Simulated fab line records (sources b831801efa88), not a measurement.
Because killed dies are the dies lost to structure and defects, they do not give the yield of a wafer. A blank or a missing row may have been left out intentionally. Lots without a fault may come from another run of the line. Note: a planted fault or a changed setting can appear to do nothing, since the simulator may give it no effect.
The tool behind it: which one?    flow gf180mcu    Sampling: 11 lots, 30 wafers, 5 of 602 route steps

WHAT THE GAUGES SHOWED, per wafer
GF_V5_THK_MEAS_01.
lot   measured      on            V5_CVD_00_THK (nm)
L270  day 27 11:02  filmMetro-04  301.1 302.0 304.3
L271  day 27 16:09  filmMetro-01  298.3 297.6 302.0
L273  day 27 19:04  filmMetro-01  302.5 304.8 300.7
L275  day 28 17:23  filmMetro-03  292.4 296.3 297.6
L278  day 29 14:43  filmMetro-01  298.7 299.4
L280  day 30 06:50  filmMetro-03  294.6 299.2
L282  day 30 13:35  filmMetro-04  299.4 297.6
L285  day 31 12:37  filmMetro-04  302.5 299.3 299.8
L286  day 31 12:58  filmMetro-01  296.0 300.6 299.1
L289  day 32 13:46  filmMetro-01  301.9 300.7 299.5
L291  day 32 20:45  filmMetro-03  301.9 300.5 302.5

GF_V5_RS_MEAS_24: the measuring method here is four-point-probe.
lot   measured      on            V5_W_RS (ohm/sq)
L270  day 28 07:38  filmMetro-04  0.3262 0.3301 0.3291
L271  day 28 12:52  filmMetro-04  0.3234 0.3259 0.3270
L273  day 28 16:28  filmMetro-03  0.3307 0.3305 0.3320
L275  day 29 14:56  filmMetro-04  0.3319 0.3316 0.3347
L278  day 30 11:20  filmMetro-04  0.3288 0.7352
L280  day 31 02:14  filmMetro-03  0.7524 0.3330
L282  day 31 08:51  filmMetro-04  0.3314 0.7450
L285  day 32 07:27  filmMetro-04  0.3270 0.3300 0.3247
L286  day 32 07:34  filmMetro-03  0.3317 0.3302 0.3349
L289  day 33 07:20  filmMetro-01  0.3231 0.3282 0.3284
L291  day 33 13:41  filmMetro-04  0.3304 0.3316 0.3321

GF_V5_THK_MEAS_25: measures by xrf.
lot   measured      on            V5_W_THK (nm)
L270  day 28 07:45  filmMetro-04  359 357 356
L271  day 28 12:59  filmMetro-04  363 362 359
L273  day 28 16:35  filmMetro-03  357 358 360
L275  day 29 15:02  filmMetro-04  354 353 352
L278  day 30 11:28  filmMetro-04  352 159
L280  day 31 02:20  filmMetro-03  157 350
L282  day 31 08:58  filmMetro-04  354 158
L285  day 32 07:34  filmMetro-04  356 354 358
L286  day 32 07:40  filmMetro-03  353 354 351
L289  day 33 07:27  filmMetro-01  364 357 358
L291  day 33 13:49  filmMetro-04  355 354 354

EACH LOT AND THE TOOL THAT RAN IT (in order: tool; ch and the chambers of the sampled wafers; start)
lot   GF_V5_SPUTTER_22             GF_V5_CVD_23
L270  pvdSputter-02, day 28 07:29  cvdW-01 ch 0,1, day 28 07:31
L271  pvdSputter-01, day 28 12:43  cvdW-01 ch 0,1, day 28 12:46
L273  pvdSputter-02, day 28 16:18  cvdW-01 ch 0,1, day 28 16:20
L275  pvdSputter-03, day 29 14:45  cvdW-02 ch 0,1, day 29 14:50
L278  pvdSputter-02, day 30 11:08  cvdW-01 ch 1, day 30 11:10
L280  pvdSputter-02, day 31 02:02  cvdW-01 ch 0, day 31 02:07
L282  pvdSputter-01, day 31 08:42  cvdW-01 ch 1, day 31 08:44
L285  pvdSputter-03, day 32 07:17  cvdW-02 ch 0,1, day 32 07:19
L286  pvdSputter-01, day 32 07:23  cvdW-02 ch 0,1, day 32 07:26
L289  pvdSputter-02, day 33 07:11  cvdW-02 ch 0,1, day 33 07:13
L291  pvdSputter-02, day 33 13:32  cvdW-02 ch 0,1, day 33 13:34
- GF_V5_SPUTTER_22: material TiN, target thk 10 nm, time 40 s.
- GF_V5_CVD_23: deposits W, target thk 350 nm, time 104.9 s.

WHAT THE TOOLS THEMSELVES READ (means of the sampled wafers that have a number; where no wafer has one, the mark that the record gives instead)
GF_V5_SPUTTER_22.
lot   tool           chamberPressurePa (Pa)  throttleValvePct (%)
L270  pvdSputter-02  5.004                   30.1
L271  pvdSputter-01  4.998                   30.3
L273  pvdSputter-02  4.995                   30.2
L275  pvdSputter-03  4.996                   30.3
L278  pvdSputter-02  5.005                   28.9
L280  pvdSputter-02  5.008                   30.3
L282  pvdSputter-01  5.000                   30.3
L285  pvdSputter-03  5.002                   30.4
L286  pvdSputter-01  4.998                   30.0
L289  pvdSputter-02  5.011                   29.6
L291  pvdSputter-02  5.012                   29.9

GF_V5_CVD_23.
lot   tool     heaterPowerW (W)
L270  cvdW-01  680
L271  cvdW-01  683
L273  cvdW-01  685
L275  cvdW-02  776
L278  cvdW-01  672
L280  cvdW-01  695
L282  cvdW-01  660
L285  cvdW-02  784
L286  cvdW-02  838
L289  cvdW-02  783
L291  cvdW-02  781

THE ANSWER, worked out from the rows above alone
Rule: usual is defined by the lots themselves. The widest of any qualifying gaps counts: lots, ordered by their means at a reading, are off when they make up no more than a third of the lots, leave a main group of 4 or more, and stand apart from it by 3 or more times the standard deviation of that group's means. The tables above print the reading to a certain number of digits; a main group whose means all agree to those digits is not used. Also off: a lot with no number at a reading for which 4 or more lots have one. Where the step has rows for the other lots, those lots are counted as sound. Order of review: gauges by route order, followed by the tools' own readings, for which a lot's mean as printed above is used. The first step at which some lot is off is used, and at that step the reading that is off furthest; a lot without a number counts as furthest.
Off: L278, L280, L282, seen at GF_V5_RS_MEAS_24 (V5_W_RS). For the main group the mean is 0.3294 ohm/sq and the standard deviation 0.0026.
If a tool, at a process step before that reading, ran all the lots that are off and no sound lot after the first of them, it fits. Gauges at GF_V5_RS_MEAS_24: tried the same way as those tools. One fits: cvdW-01 at GF_V5_CVD_23. Its last sound lot is L273 (day 28 16:20), its first lot that is off L278 (day 30 11:10): a fault that began between those two fits.

WHAT THE SIMULATOR HAD PUT IN
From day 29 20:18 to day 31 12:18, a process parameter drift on cvdW-01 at GF_V5_CVD_23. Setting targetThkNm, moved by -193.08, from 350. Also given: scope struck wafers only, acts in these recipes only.
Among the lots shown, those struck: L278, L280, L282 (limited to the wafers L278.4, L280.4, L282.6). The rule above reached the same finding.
